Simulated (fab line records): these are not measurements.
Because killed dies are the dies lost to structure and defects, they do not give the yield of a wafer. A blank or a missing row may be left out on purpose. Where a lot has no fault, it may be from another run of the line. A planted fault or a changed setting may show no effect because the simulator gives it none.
Struck lot and sound lot, side by side    flow sky130    16 steps out of a route of 708
Sound: wafers L674.1, L674.4, L674.5. The struck wafers were L686.2, L686.3, L686.5. The cause is given at the end.
Per side, at each step with rows, come the tool, then ch with its chambers, and then its first start. Under that, the readings that differ: sound wafers    struck wafers    difference of the means    sigmas: that difference in standard deviations of wafers without a fault.
alike: readings whose means differ by less than 2 such deviations, and words and numbers that are the same on both sides. not compared: withheld readings, readings that some wafer has no value for, bounds like >300 that may hide the same value, and numbers for which the record gives no deviation and whose values overlap.
Wherever a step has rows on one side only, a row that says differs or no value, or a row with sigmas, the two part there. Numbers that don't overlap but have no deviation are shown without sigmas and don't part them. A reading that every wafer of one side lacks parts them only if that side has two wafers or more.

first, 5 steps without rows for these wafers: SKY_POLY_GATE_COAT_08 (resist thk 450 nm); SKY_POLY_GATE_SOFTBAKE_09 (time 90 s); SKY_POLY_GATE_EXPOSE_10 (exposes mask P1M, target cd 150 nm); SKY_POLY_GATE_PEB_11; SKY_POLY_GATE_DEVELOP_12 (develop time 60 s).
SKY_POLY_GATE_CD_MEAS_13: the cd target is 150 nm.
  sound: cd_sem-01 at day 17 14:59; struck: cd_sem-01 at day 21 22:12
  alike: cd_nm
SKY_POLY_GATE_OVL_MEAS_14:
  sound: overlay-01 at day 17 15:07; struck: overlay-01 at day 21 22:19
  alike: POLY_GATE_OVL
SKY_POLY_GATE_ETCH_15: etches BARC in N2/H2, stops on SiO2, time 118.5 s, target depth 110 nm.
  sound on rie_diel-03 ch 0,1,2, day 17 15:08; struck on rie_diel-03 ch 1,2, day 21 22:20
  alike: drypump_motor_current_A, oes_product_au, throttle_valve_pct
  not compared: rf_hours_counter_h
SKY_POLY_GATE_ETCH_16: etches Si3N4 in CH3F/O2, stops on poly-Si, time 147.5 s, target depth 75 nm.
  sound on rie_diel-03 ch 0,1,2, day 17 15:13; struck on rie_diel-03 ch 1,2, day 21 22:25
  alike: drypump_motor_current_A, oes_product_au, throttle_valve_pct
  not compared: rf_hours_counter_h
SKY_POLY_GATE_ETCH_17: etches poly-Si in HBr/Cl2, stops on SiO2, target depth 180 nm, time 70.5 s.
  sound on rie_si-02 ch 0,1,2, day 17 15:19; struck on rie_si-01 ch 0,3, day 21 22:31
  alike: HBr_flow_sccm, drypump_motor_current_A, oes_product_au, throttle_valve_pct
  not compared: rf_hours_counter_h
SKY_POLY_GATE_STRIP_18: strips in O2/N2.
  sound on plasma_asher-04 ch 0,1, day 17 15:23; struck on plasma_asher-04 ch 0,1, day 21 22:34
  alike: drypump_motor_current_A, oes_product_au, strip_time_to_endpoint_s
  not compared: rf_hours_counter_h
then, 1 step without rows for these wafers: SKY_POLY_GATE_CLEAN_19 (cleans in SC1/SC2, time 150 s).
SKY_POLY_GATE_OXIDATION_20: stabilise 600 s, purge 300 s, target thk 4 nm.
  sound on furnace-02 ch 0, day 17 16:40; struck on furnace-02 ch 0, day 21 23:13
reading                                           sound                 struck                difference  sigmas
spike_tc_bottom_C (C)                             869.0 870.5 869.8     902.8 900.6 900.6     +31.6       +29
spike_tc_centre_C (C)                             851.8 851.5 852.5     882.4 883.6 884.0     +31.4       +26
spike_tc_lower_C (C)                              850.5 849.0 850.1     881.9 882.5 881.7     +32.2       +32
spike_tc_top_C (C)                                861.2 859.8 858.7     891.1 891.1 890.9     +31.1       +31
spike_tc_upper_C (C)                              850.5 850.9 849.6     883.6 881.5 882.5     +32.2       +33
tube_center_temp_C (C)                            850.09 850.04 850.02  881.93 882.01 881.91  +31.90      +99 or more
tube_center_temp_C_max                            852.1 852.3 852.0     883.7 884.1 883.9     +31.8       +99 or more
zone_power_bottom_pct (%)                         25.5 25.1 25.1        27.0 26.7 26.8        +1.6        +2
zone_power_top_pct (%)                            28.48 28.94 28.69     30.20 30.76 29.95     +1.60       +6
model.SiO2_of_POLY_GATE_OXIDATION_20.thk_nm (nm)  3.971 4.013 4.053     5.921 5.876 5.855     +1.872      
SKY_POLY_GATE_THK_MEAS_21:
  sound: film_metro-03 at day 17 17:55; struck: film_metro-02 at day 22 00:29
reading                       sound           struck          difference  sigmas
POLY_GATE_OXIDATION_THK (nm)  3.95 4.07 4.07  5.92 5.87 5.84  +1.85       +25
SKY_POLY_GATE_CD_MEAS_22:
  sound: cd_sem-02 at day 17 17:58; struck: cd_sem-01 at day 22 00:34
  alike: cd_nm
-- a jump in the record: the struck wafers' starts before and after are 28 days apart (it breaks off in module POLY_GATE and resumes in module PAD_OPEN, where the first step shown is number 708 of the route) --
SKY_PAD_OPEN_PROBE_99:
  sound: prober-01 at day 46 14:27; struck: prober-01 at day 49 12:41
reading                             sound              struck             difference  sigmas
model.etest.tip_p.rs_ohm_sq         6901 6894 6864     7384 7362 7394     +494        
model.etest.tip_sonos.rs_ohm_sq     2771 2723 2774     2913 2934 2901     +160        
model.etest.pfet_01v8.r_on_ohm_um   2882 2938 2952     3046 3078 3077     +143        
model.etest.res_pdiff.line_ohm_um   1353 1388 1357     1454 1430 1429     +72         
model.etest.tip_n.rs_ohm_sq         437.5 440.6 445.2  483.4 477.9 481.5  +39.8       
model.etest.res_ndiff.line_ohm_um   759.7 771.5 761.2  821.7 791 798      +39.4       
model.etest.res_pdiff.rs_ohm_sq     195.7 196.8 197.1  202.8 201.3 201.8  +5.4        
model.etest.res_pdiff_hv.rs_ohm_sq  190.4 190.3 191.6  193.6 192.4 192.2  +2.0        
  alike: killed_at_M0_to_M3, killed_at_M4_up, killed_at_contacts, killed_at_front_end, killed_at_other, killed_dies, killed_open, killed_short

WHERE THEY PART
Last at SKY_POLY_GATE_THK_MEAS_21 as far as this record goes, first at SKY_POLY_GATE_OXIDATION_20. Later steps at which nothing parts them and some readings are alike: SKY_POLY_GATE_CD_MEAS_22, SKY_PAD_OPEN_PROBE_99.

WHY: what had been put in by the simulator
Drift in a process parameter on furnace-02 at SKY_POLY_GATE_OXIDATION_20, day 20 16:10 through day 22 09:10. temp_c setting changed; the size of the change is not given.
